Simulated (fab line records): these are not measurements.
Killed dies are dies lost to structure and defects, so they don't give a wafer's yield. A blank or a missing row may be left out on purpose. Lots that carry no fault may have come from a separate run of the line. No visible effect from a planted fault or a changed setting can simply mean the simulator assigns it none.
fab line records	flow sky130
record lots=5	wafers=23
route steps=708 shown FIELD_ISO@2 PWDE@48 NWELL@59 VT_ADJUST_HVTP@89 VT_ADJUST_LVTN@99
start_h: start of the lot's first displayed wafer, in hours after the record's first day	wait_h: hours since the lot's step before	" unchanged from the row above	L1.1+2: a row that stands for several wafers	- value missing, or start not given	* or withheld: withheld	< > ~ a bound
route shown NAME@n: NAME is a module with steps in the file, n the number in the route of the first one	usual: the fault-free wafers' mean and standard deviation	same: alike in all rows	chamber/n: place in a boat	sites: the reading at each site	_std_site: the standard deviation of these	_edge_site: mean of outer sites minus mean of inner sites	radius_mm: how far each site lies from the wafer's centre	mask NAME#n: copy n	behind: the last tool/chamber to shape the wafer	hold: the reason the lot was held/the length of the hold in hours/how it ended	device: names the non-switching transistor (n, p or np)	end of line: the same wafers' tests at the end of the route	a step without rows: its recipe alone	killed: count of dies lost to structure and defects at first sort (not the wafer's yield)	map: a wafer's dies, x killed, . not, _ none there
set.NAME: the setting that was run; set.NAME@STEP: the one run at that earlier step	model.NAME: the simulator's own value behind a step, which no gauge read
one table per step and one row per wafer, for lots whose settings were changed on purpose
## steps
# step SKY_FIELD_ISO_OXIDATION_01
# recipe temp_c=900	ambient=O2	stabilise_s=600	purge_s=300	target_thk_a=120	ox_time_s=1843
lot.wafer	tool	chamber	start_h	wait_h	set.temp_c	model.SiO2_of_FIELD_ISO_OXIDATION_01.thk_nm
L074.1	-	-	-	0.1	883.8	10.18
L074.2	"	-	"	"	883.8	10.14
L074.3	"	-	"	"	883.8	10.22
L074.5	"	-	"	"	883.8	10.21
L074.6	"	-	"	"	883.8	10.11
L079.2	furnace-01	0	37.79	2.7	900	12.17
L079.4	"	0	"	"	900	11.87
L079.5	"	0	"	"	900	12.14
L081.1	-	-	-	4.2	885.2	10.45
L081.2	"	-	"	"	885.2	10.59
L081.3	"	-	"	"	885.2	10.58
L081.4	"	-	"	"	885.2	10.3
L081.6	"	-	"	"	885.2	10.23
L082.1	-	-	-	3.0	890.2	10.79
L082.2	"	-	"	"	890.2	10.84
L082.3	"	-	"	"	890.2	10.69
L082.4	"	-	"	"	890.2	10.81
L082.6	"	-	"	"	890.2	10.75
L084.1	-	-	-	1.0	900	12.68
L084.2	"	-	"	"	900	12.41
L084.3	"	-	"	"	900	12.42
L084.4	"	-	"	"	900	12.66
L084.6	"	-	"	"	900	12.64
# step SKY_FIELD_ISO_THK_MEAS_02
# recipe reads=SiO2_of_FIELD_ISO_OXIDATION_01
# usual FIELD_ISO_OXIDATION_00_THK=12.12/0.24
lot.wafer	tool	chamber	start_h	wait_h	set.temp_c@FIELD_ISO_OXIDATION_01	FIELD_ISO_OXIDATION_00_THK[nm]
L074.1	film_metro-02	-	-	-	883.8	10.19
L074.2	"	-	"	"	883.8	10.14
L074.3	"	-	"	"	883.8	10.29
L074.5	"	-	"	"	883.8	10.28
L074.6	"	-	"	"	883.8	10.06
L079.2	film_metro-03	-	39.31	0.0	900	12.20
L079.4	"	-	"	"	900	11.85
L079.5	"	-	"	"	900	12.13
L081.1	film_metro-03	-	-	-	885.2	10.45
L081.2	"	-	"	"	885.2	10.54
L081.3	"	-	"	"	885.2	10.60
L081.4	"	-	"	"	885.2	10.32
L081.6	"	-	"	"	885.2	10.21
L082.1	film_metro-01	-	-	-	890.2	10.78
L082.2	"	-	"	"	890.2	10.84
L082.3	"	-	"	"	890.2	10.71
L082.4	"	-	"	"	890.2	10.84
L082.6	"	-	"	"	890.2	10.75
L084.1	film_metro-01	-	-	-	900	12.66
L084.2	"	-	"	"	900	12.40
L084.3	"	-	"	"	900	12.44
L084.4	"	-	"	"	900	12.66
L084.6	"	-	"	"	900	12.66
# step SKY_FIELD_ISO_COAT_07
# recipe resist=BARC	temp_c=withheld	time_s=withheld	spin_rpm=3000	resist_thk_nm=60
lot.wafer	tool	chamber	start_h	wait_h	set.resist_thk_nm
L074.1+3+5	litho_track-01	0	19.78	0.1	58.67
L074.2+6	"	0	"	"	60
L079.2+4+5	litho_track-02	0	47.85	0.1	60
L081.1+2	litho_track-02	0	60.53	0.1	63.41
L081.3+4+6	"	0	"	"	60
L082.1+2	litho_track-03	0	66.24	0.1	60
L082.3+4+6	"	0	"	"	61.85
L084.1+3	litho_track-03	0	72.59	0.1	60
L084.2+4+6	"	0	"	"	58.94
# step SKY_FIELD_ISO_COAT_08
# recipe resist=KrF-thick	spin_rpm=3000	resist_thk_nm=450
# step SKY_FIELD_ISO_SOFTBAKE_09
# recipe temp_c=100	time_s=90	resist=KrF-thick
# step SKY_FIELD_ISO_DEVELOP_12
# recipe develop_time_s=60	resist=KrF-thick	dev_temp_c=21
# step SKY_FIELD_ISO_ETCH_14
# recipe chemistry=N2/H2	target=BARC	ion_energy_ev=200	source_w=500	bias_w=100	pressure_mtorr=30	n2_flow_sccm=100	h2_flow_sccm=200	stop_on=SiO2	time_s=45.9	target_depth_a=600
# usual oes_product_au=0.854/0.004
lot.wafer	tool	chamber	start_h	wait_h	set.temp_c@FIELD_ISO_OXIDATION_01	set.resist_thk_nm@FIELD_ISO_COAT_07	oes_product_au	model.etch.depth_nm
L074.1	rie_diel-02	0	27.71	0.1	883.8	58.67	0.843	-
L074.2	"	3	"	"	883.8	60	0.857	-
L074.3	"	2	"	"	883.8	58.67	0.841	-
L074.5	"	0	"	"	883.8	58.67	0.843	-
L074.6	"	1	"	"	883.8	60	0.849	-
L079.2	rie_diel-04	1	54.85	0.1	900	60	0.858	60.13
L079.4	"	1	"	"	900	60	0.858	60.34
L079.5	"	0	"	"	900	60	0.858	60.2
L081.1	rie_diel-01	2	69.26	0.1	885.2	63.41	0.881	-
L081.2	"	3	"	"	885.2	63.41	0.885	-
L081.3	"	1	"	"	885.2	60	0.848	-
L081.4	"	0	"	"	885.2	60	0.850	-
L081.6	"	2	"	"	885.2	60	0.857	-
L082.1	rie_diel-02	0	74.60	0.1	890.2	60	0.859	-
L082.2	"	2	"	"	890.2	60	0.861	-
L082.3	"	3	"	"	890.2	61.85	0.872	-
L082.4	"	1	"	"	890.2	61.85	0.878	62.07
L082.6	"	3	"	"	890.2	61.85	0.867	62.07
L084.1	rie_diel-01	2	81.75	0.1	900	60	0.854	-
L084.2	"	3	"	"	900	58.94	0.847	-
L084.3	"	1	"	"	900	60	0.847	59.79
L084.4	"	0	"	"	900	58.94	0.842	-
L084.6	"	1	"	"	900	58.94	0.849	-
# step SKY_FIELD_ISO_ETCH_17
# recipe target_depth_a=3420	mask_material=Si3N4	chemistry=HBr/Cl2/O2	target=Si	taper_deg=5	icp_w=600	bias_w=150	pressure_mtorr=15	HBr_flow_sccm=150	Cl2_flow_sccm=40	O2_flow_sccm=6	time_s=97.7
lot.wafer	tool	chamber	start_h	wait_h	set.time_s	model.FIELD_ISO.feature_depth_nm
L074.1	rie_si-01	0	27.91	0.1	97.7	342.4
L074.2	"	1	"	"	90.79	323.5
L074.3	"	3	"	"	90.79	311.3
L074.5	"	3	"	"	97.7	335.9
L074.6	"	2	"	"	90.79	320.8
L079.2	rie_si-02	0	55.10	0.1	97.7	345.5
L079.4	"	1	"	"	97.7	344.7
L079.5	"	2	"	"	97.7	341.8
L081.1	rie_si-01	3	69.46	0.1	97.7	338.5
L081.2	"	2	"	"	97.7	347.3
L081.3	"	0	"	"	111.1	388.3
L081.4	"	1	"	"	97.7	346.1
L081.6	"	1	"	"	111.1	394.6
L082.1	rie_si-01	2	74.79	0.1	103.7	367.9
L082.2	"	1	"	"	97.7	350.1
L082.3	"	0	"	"	97.7	344.6
L082.4	"	3	"	"	103.7	360.4
L082.6	"	2	"	"	97.7	347.6
L084.1	rie_si-01	0	81.95	0.1	83.78	293.7
L084.2	"	1	"	"	83.78	296.7
L084.3	"	3	"	"	97.7	333.9
L084.4	"	1	"	"	97.7	346.1
L084.6	"	3	"	"	83.78	286.6
# step SKY_PWDE_SOFTBAKE_03
# recipe temp_c=110	time_s=withheld
lot.wafer	tool	chamber	start_h	wait_h	set.temp_c
L074.1+6	litho_track-01	0	71.78	0.1	108.9
L074.2+3+5	"	0	"	"	110
L079.2+4+5	litho_track-01	0	87.71	0.1	110
L081.1+4	litho_track-01	0	104.33	0.1	110
L081.2+3+6	"	0	"	"	111.9
L082.1+6	litho_track-04	0	109.66	0.1	110
L082.2+3+4	"	0	"	"	108.2
L084.1+4+6	litho_track-04	0	116.61	0.1	107
L084.2+3	"	0	"	"	110
# step SKY_PWDE_EXPOSE_04
# recipe mask_id=PWDEM	na=0.6	source_shape=conventional	sigma_outer=0.6	polarization=unpolarized	target_cd_nm=840	dose_mj=214
# step SKY_PWDE_PEB_05
# recipe temp_c=115	time_s=withheld
# step SKY_PWDE_DEVELOP_06
# recipe wall_angle_deg=90	developer=TMAH	develop_time_s=60	dev_temp_c=23
lot.wafer	tool	chamber	start_h	wait_h	set.temp_c@PWDE_SOFTBAKE_03	model.coat_of_PWDE_COAT_02.thk_nm
L074.1	litho_track-01	0	-	-	108.9	2999
L074.2	"	0	"	"	110	2992
L074.3	"	0	"	"	110	2984
L074.5	"	0	"	"	110	2991
L074.6	"	0	"	"	108.9	3002
L079.2	litho_track-02	0	-	-	110	2992
L079.4	"	0	"	"	110	3002
L079.5	"	0	"	"	110	3000
L081.1	litho_track-01	0	-	-	110	3006
L081.2	"	0	"	"	111.9	2985
L081.3	"	0	"	"	111.9	2981
L081.4	"	0	"	"	110	2991
L081.6	"	0	"	"	111.9	2982
L082.1	litho_track-02	0	-	-	110	2986
L082.2	"	0	"	"	108.2	3009
L082.3	"	0	"	"	108.2	3012
L082.4	"	0	"	"	108.2	3014
L082.6	"	0	"	"	110	2991
L084.1	litho_track-02	0	-	-	107	3024
L084.2	"	0	"	"	110	2997
L084.3	"	0	"	"	110	2995
L084.4	"	0	"	"	107	3027
L084.6	"	0	"	"	107	3029
# step SKY_PWDE_IMPLANT_08
# recipe species=B	energy_kev=150	dose_cm2=3.53e+12	tilt_deg=withheld
# step SKY_PWDE_STRIP_09
# recipe chemistry=O2/N2	power_w=1400	pressure_mtorr=1500	platen_temp_c=withheld	o2_flow_sccm=3000	n2_flow_sccm=300	overash_fraction=0.5
# usual strip_time_to_endpoint_s=36.91/0.076
lot.wafer	tool	chamber	start_h	wait_h	set.temp_c@PWDE_SOFTBAKE_03	strip_time_to_endpoint_s
L074.1	plasma_asher-02	1	80.31	0.1	108.9	36.97
L074.2	"	0	"	"	110	36.88
L074.3	"	0	"	"	110	36.78
L074.5	"	1	"	"	110	36.87
L074.6	"	0	"	"	108.9	36.99
L079.2	plasma_asher-03	0	96.76	0.1	110	36.87
L079.4	"	0	"	"	110	36.99
L079.5	"	0	"	"	110	36.98
L081.1	plasma_asher-01	1	113.36	0.1	110	37.02
L081.2	"	0	"	"	111.9	36.78
L081.3	"	0	"	"	111.9	36.73
L081.4	"	1	"	"	110	36.86
L081.6	"	0	"	"	111.9	36.77
L082.1	plasma_asher-02	0	118.96	0.1	110	36.80
L082.2	"	1	"	"	108.2	37.06
L082.3	"	0	"	"	108.2	37.10
L082.4	"	1	"	"	108.2	37.14
L082.6	"	0	"	"	110	36.85
L084.1	plasma_asher-01	0	126.26	0.1	107	37.23
L084.2	"	1	"	"	110	36.92
L084.3	"	0	"	"	110	36.89
L084.4	"	1	"	"	107	37.28
L084.6	"	1	"	"	107	37.27
# step SKY_NWELL_SOFTBAKE_06
# recipe temp_c=110	time_s=withheld
lot.wafer	tool	chamber	start_h	wait_h	set.temp_c
L074.1+5+6	litho_track-02	0	88.53	0.1	109.1
L074.2+3	"	0	"	"	110
L079.2+4+5	litho_track-04	0	105.74	0.1	110
L081.1+3+6	litho_track-03	0	123.24	0.1	110
L081.2+4	"	0	"	"	112.9
L082.1+2	litho_track-03	0	128.24	0.1	106.5
L082.3+4+6	"	0	"	"	110
L084.1+4	litho_track-03	0	135.64	0.1	110
L084.2+3+6	"	0	"	"	112.3
# step SKY_NWELL_EXPOSE_07
# recipe mask_id=NWM	na=0.6	source_shape=conventional	sigma_outer=0.6	polarization=unpolarized	target_cd_nm=840	dose_mj=255
# step SKY_NWELL_PEB_08
# recipe temp_c=115	time_s=withheld
# step SKY_NWELL_DEVELOP_09
# recipe wall_angle_deg=90	developer=TMAH	develop_time_s=60	dev_temp_c=23
lot.wafer	tool	chamber	start_h	wait_h	set.temp_c@NWELL_SOFTBAKE_06	model.coat_of_NWELL_COAT_05.thk_nm
L074.1	litho_track-02	0	-	-	109.1	3007
L074.2	"	0	"	"	110	3000
L074.3	"	0	"	"	110	2996
L074.5	"	0	"	"	109.1	2994
L074.6	"	0	"	"	109.1	3000
L079.2	litho_track-03	0	-	-	110	2988
L079.4	"	0	"	"	110	2996
L079.5	"	0	"	"	110	2991
L081.1	litho_track-03	0	-	-	110	2998
L081.2	"	0	"	"	112.9	2971
L081.3	"	0	"	"	110	2993
L081.4	"	0	"	"	112.9	2956
L081.6	"	0	"	"	110	2986
L082.1	litho_track-04	0	-	-	106.5	3019
L082.2	"	0	"	"	106.5	3026
L082.3+6	"	0	"	"	110	3001
L082.4	"	0	"	"	110	2985
L084.1	litho_track-03	0	-	-	110	2995
L084.2	"	0	"	"	112.3	2971
L084.3	"	0	"	"	112.3	2967
L084.4	"	0	"	"	110	2982
L084.6	"	0	"	"	112.3	2972
# step SKY_NWELL_IMPLANT_11
# recipe species=P	energy_kev=400	dose_cm2=1.9e+13	tilt_deg=withheld
# step SKY_NWELL_IMPLANT_12
# recipe species=P	energy_kev=120	dose_cm2=1.3e+12	tilt_deg=withheld
# step SKY_NWELL_IMPLANT_13
# recipe species=P	energy_kev=50	dose_cm2=7e+11	tilt_deg=withheld
# step SKY_NWELL_STRIP_14
# recipe chemistry=O2/N2	power_w=1400	pressure_mtorr=1500	platen_temp_c=withheld	o2_flow_sccm=3000	n2_flow_sccm=300	overash_fraction=0.5
# usual strip_time_to_endpoint_s=36.90/0.068
lot.wafer	tool	chamber	start_h	wait_h	set.temp_c@NWELL_SOFTBAKE_06	strip_time_to_endpoint_s
L074.1	plasma_asher-02	0	98.01	0.1	109.1	37.05
L074.2	"	1	"	"	110	36.96
L074.3	"	0	"	"	110	36.91
L074.5	"	0	"	"	109.1	36.88
L074.6	"	1	"	"	109.1	36.95
L079.2	plasma_asher-04	1	115.47	0.1	110	36.83
L079.4	"	1	"	"	110	36.93
L079.5	"	0	"	"	110	36.85
L081.1	plasma_asher-04	1	132.67	0.1	110	36.93
L081.2	"	0	"	"	112.9	36.61
L081.3	"	1	"	"	110	36.89
L081.4	"	0	"	"	112.9	36.45
L081.6	"	0	"	"	110	36.79
L082.1	plasma_asher-02	1	137.84	0.1	106.5	37.20
L082.2	"	0	"	"	106.5	37.27
L082.3	"	0	"	"	110	36.97
L082.4	"	1	"	"	110	36.80
L082.6	"	0	"	"	110	36.98
L084.1	plasma_asher-04	1	145.52	0.1	110	36.88
L084.2	"	0	"	"	112.3	36.61
L084.3	"	0	"	"	112.3	36.60
L084.4	"	1	"	"	110	36.74
L084.6	"	1	"	"	112.3	36.64
# step SKY_VT_ADJUST_HVTP_EXPOSE_04
# recipe mask_id=HVTPM	na=0.6	source_shape=conventional	sigma_outer=0.6	polarization=unpolarized	target_cd_nm=380	dose_mj=140
lot.wafer	tool	chamber	start_h	wait_h	mask	set.dose_mj
L074.1+2+3+5+6	iline_stepper-02	0	-	-	HVTPM#0	140
L079.2+4+5	iline_stepper-01	0	-	-	HVTPM#0	140
L081.1+2+3+4+6	iline_stepper-02	0	-	-	HVTPM#0	140
L082.1+3	iline_stepper-02	0	-	-	HVTPM#0	140
L082.2+4+6	"	0	"	"	HVTPM#0	131.1
L084.1+3+6	iline_stepper-01	0	-	-	HVTPM#0	150.4
L084.2+4	"	0	"	"	HVTPM#0	140
# step SKY_VT_ADJUST_HVTP_PEB_05
# recipe temp_c=withheld	time_s=*	resist=NOVOLAK
# step SKY_VT_ADJUST_HVTP_DEVELOP_06
# recipe resist=NOVOLAK	developer=TMAH	develop_time_s=61.85	dev_temp_c=23
lot.wafer	tool	chamber	start_h	wait_h	set.dose_mj@VT_ADJUST_HVTP_EXPOSE_04	model.VT_ADJUST_HVTP.cd_nm
L074.1+2	litho_track-03	0	135.04	0.1	140	381.5
L074.3	"	0	"	"	140	383.3
L074.5	"	0	"	"	140	381.8
L074.6	"	0	"	"	140	380.5
L079.2	litho_track-02	0	152.40	0.1	140	377.4
L079.4	"	0	"	"	140	378.3
L079.5	"	0	"	"	140	378.6
L081.1	litho_track-01	0	171.33	0.1	140	377.9
L081.2	"	0	"	"	140	380
L081.3	"	0	"	"	140	380.2
L081.4	"	0	"	"	140	381.3
L081.6	"	0	"	"	140	379.9
L082.1	litho_track-03	0	176.84	0.1	140	384.9
L082.2	"	0	"	"	131.1	366.9
L082.3	"	0	"	"	140	384.2
L082.4	"	0	"	"	131.1	365.1
L082.6	"	0	"	"	131.1	364.2
L084.1	litho_track-03	0	184.89	0.1	150.4	404.2
L084.2	"	0	"	"	140	382.5
L084.3	"	0	"	"	150.4	400.8
L084.4	"	0	"	"	140	381
L084.6	"	0	"	"	150.4	403
# step SKY_VT_ADJUST_HVTP_CD_MEAS_07
# recipe target_cd_nm=380
# usual cd_nm=380.3/2.1
lot.wafer	tool	chamber	start_h	wait_h	set.dose_mj@VT_ADJUST_HVTP_EXPOSE_04	cd_nm
L074.1	cd_sem-02	-	135.19	0.1	140	381.5
L074.2	"	-	"	"	140	381.1
L074.3	"	-	"	"	140	383.5
L074.5	"	-	"	"	140	381.9
L074.6	"	-	"	"	140	380.4
L079.2	cd_sem-01	-	152.55	0.1	140	377.0
L079.4	"	-	"	"	140	378.5
L079.5	"	-	"	"	140	378.7
L081.1	cd_sem-01	-	171.48	0.1	140	377.8
L081.2	"	-	"	"	140	380.1
L081.3	"	-	"	"	140	380.1
L081.4	"	-	"	"	140	381.3
L081.6	"	-	"	"	140	379.8
L082.1	cd_sem-01	-	176.99	0.1	140	384.8
L082.2	"	-	"	"	131.1	366.6
L082.3	"	-	"	"	140	384.3
L082.4	"	-	"	"	131.1	365.0
L082.6	"	-	"	"	131.1	364.3
L084.1	cd_sem-01	-	185.04	0.1	150.4	404.4
L084.2	"	-	"	"	140	382.8
L084.3	"	-	"	"	150.4	400.7
L084.4	"	-	"	"	140	381.4
L084.6	"	-	"	"	150.4	403.0
# step SKY_VT_ADJUST_HVTP_IMPLANT_09
# recipe species=As	energy_kev=150	dose_cm2=4.3e+12	tilt_deg=withheld
lot.wafer	tool	chamber	start_h	wait_h	set.energy_kev	model.implant.rp_nm	model.implant.drp_nm
L074.1+6	implanter-02	0	135.34	0.0	150	85.51	33.4
L074.2+3+5	"	0	"	"	142.6	81.45	32.09
L079.2+4+5	implanter-01	0	152.71	0.0	150	82.38	33.4
L081.1+3	implanter-02	0	171.63	0.0	153.7	86.57	34.08
L081.2+4+6	"	0	"	"	150	84.6	33.4
L082.1+2+3+4+6	implanter-01	0	177.14	0.0	150	83.7	33.4
L084.1+2+3+4+6	implanter-02	0	185.19	0.0	150	85.21	33.4
# step SKY_VT_ADJUST_LVTN_COAT_02
# recipe spin_rpm=2000	resist_thk_nm=3000
lot.wafer	tool	chamber	start_h	wait_h	set.resist_thk_nm	model.coat_of_VT_ADJUST_LVTN_COAT_02.thk_nm
L074.1	litho_track-01	0	144.73	0.1	3076	3081
L074.2	"	0	"	"	3000	3012
L074.3	"	0	"	"	3076	3076
L074.5	"	0	"	"	3076	3090
L074.6	"	0	"	"	3000	3009
L079.2	litho_track-01	0	162.15	0.1	3000	3007
L079.4	"	0	"	"	3000	3001
L079.5	"	0	"	"	3000	3004
L081.1	litho_track-03	0	181.14	0.1	3000	2993
L081.2	"	0	"	"	3000	2988
L081.3	"	0	"	"	3000	2984
L081.4	"	0	"	"	3000	2989
L081.6	"	0	"	"	3000	2985
L082.1	litho_track-01	0	187.77	0.1	3000	2987
L082.2	"	0	"	"	3000	2984
L082.3	"	0	"	"	2863	2851
L082.4	"	0	"	"	2863	2847
L082.6	"	0	"	"	3000	2986
L084.1	litho_track-03	0	195.59	0.1	3000	3000
L084.2	"	0	"	"	3000	2993
L084.3+4	"	0	"	"	3000	3004
L084.6	"	0	"	"	3000	3002
# step SKY_VT_ADJUST_LVTN_SOFTBAKE_03
# recipe temp_c=110	time_s=withheld
# step SKY_VT_ADJUST_LVTN_EXPOSE_04
# recipe mask_id=NWM_COMPLEMENT_LESS_NATIVE	na=0.6	source_shape=conventional	sigma_outer=0.6	polarization=unpolarized	target_cd_nm=840	dose_mj=194
# step SKY_VT_ADJUST_LVTN_IMPLANT_08
# recipe species=B	energy_kev=30	dose_cm2=1.57e+12	tilt_deg=withheld
# step SKY_VT_ADJUST_LVTN_STRIP_09
# recipe chemistry=O2/N2	power_w=1400	pressure_mtorr=1500	platen_temp_c=withheld	o2_flow_sccm=3000	n2_flow_sccm=300	overash_fraction=0.5
# usual strip_time_to_endpoint_s=36.89/0.11
lot.wafer	tool	chamber	start_h	wait_h	set.resist_thk_nm@VT_ADJUST_LVTN_COAT_02	strip_time_to_endpoint_s
L074.1	plasma_asher-04	1	153.76	0.1	3076	37.83
L074.2	"	0	"	"	3000	37.05
L074.3	"	0	"	"	3076	37.77
L074.5	"	1	"	"	3076	37.93
L074.6	"	0	"	"	3000	37.01
L079.2	plasma_asher-01	1	172.66	0.1	3000	37.00
L079.4	"	0	"	"	3000	36.92
L079.5	"	0	"	"	3000	36.97
L081.1	plasma_asher-04	0	192.46	0.1	3000	36.82
L081.2	"	1	"	"	3000	36.78
L081.3	"	1	"	"	3000	36.72
L081.4	"	0	"	"	3000	36.79
L081.6	"	1	"	"	3000	36.73
L082.1	plasma_asher-03	0	198.76	0.1	3000	36.74
L082.2	"	1	"	"	3000	36.72
L082.3	"	1	"	"	2863	35.21
L082.4	"	0	"	"	2863	35.17
L082.6	"	0	"	"	3000	36.76
L084.1	plasma_asher-04	1	206.72	0.1	3000	36.91
L084.2	"	0	"	"	3000	36.82
L084.3	"	1	"	"	3000	36.96
L084.4	"	0	"	"	3000	36.96
L084.6	"	1	"	"	3000	36.94
## key
split step=SKY_FIELD_ISO_OXIDATION_01	setting=temp_c	stated=900	by=lot
response step=SKY_FIELD_ISO_OXIDATION_01	reading=model.SiO2_of_FIELD_ISO_OXIDATION_01.thk_nm	change=+1.22	per=1%	r=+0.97
response step=SKY_FIELD_ISO_THK_MEAS_02	reading=FIELD_ISO_OXIDATION_00_THK	change=+1.21	per=1%	r=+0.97
response step=SKY_FIELD_ISO_ETCH_14	reading=model.etch.depth_nm	change=-1.8	per=1%	r=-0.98
split step=SKY_FIELD_ISO_COAT_07	setting=resist_thk_nm	stated=60	by=wafer
response step=SKY_FIELD_ISO_ETCH_14	reading=oes_product_au	change=+0.00495	per=1%	r=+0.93
split step=SKY_FIELD_ISO_ETCH_17	setting=time_s	stated=97.7	by=wafer
response step=SKY_FIELD_ISO_ETCH_17	reading=model.FIELD_ISO.feature_depth_nm	change=+3.29	per=1%	r=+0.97
split step=SKY_PWDE_SOFTBAKE_03	setting=temp_c	stated=110	by=wafer
response step=SKY_PWDE_DEVELOP_06	reading=model.coat_of_PWDE_COAT_02.thk_nm	change=-11.3	per=1%	r=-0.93
response step=SKY_PWDE_STRIP_09	reading=strip_time_to_endpoint_s	change=*	per=1%	r=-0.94
split step=SKY_NWELL_SOFTBAKE_06	setting=temp_c	stated=110	by=wafer
response step=SKY_NWELL_DEVELOP_09	reading=model.coat_of_NWELL_COAT_05.thk_nm	change=-9.09	per=1%	r=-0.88
response step=SKY_NWELL_STRIP_14	reading=strip_time_to_endpoint_s	change=*	per=1%	r=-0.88
split step=SKY_VT_ADJUST_HVTP_EXPOSE_04	setting=dose_mj	stated=140	by=wafer
response step=SKY_VT_ADJUST_HVTP_DEVELOP_06	reading=model.VT_ADJUST_HVTP.cd_nm	change=+2.9	per=1%	r=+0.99
response step=SKY_VT_ADJUST_HVTP_CD_MEAS_07	reading=cd_nm	change=+2.88	per=1%	r=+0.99
split step=SKY_VT_ADJUST_HVTP_IMPLANT_09	setting=energy_kev	stated=150	by=wafer
response step=SKY_VT_ADJUST_HVTP_IMPLANT_09	reading=model.implant.rp_nm	change=+0.817	per=1%	r=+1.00
response step=SKY_VT_ADJUST_HVTP_IMPLANT_09	reading=model.implant.drp_nm	change=+0.267	per=1%	r=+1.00
split step=SKY_VT_ADJUST_LVTN_COAT_02	setting=resist_thk_nm	stated=3000	by=wafer
response step=SKY_VT_ADJUST_LVTN_COAT_02	reading=model.coat_of_VT_ADJUST_LVTN_COAT_02.thk_nm	change=+29.6	per=1%	r=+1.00
response step=SKY_VT_ADJUST_LVTN_STRIP_09	reading=strip_time_to_endpoint_s	change=*	per=1%	r=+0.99
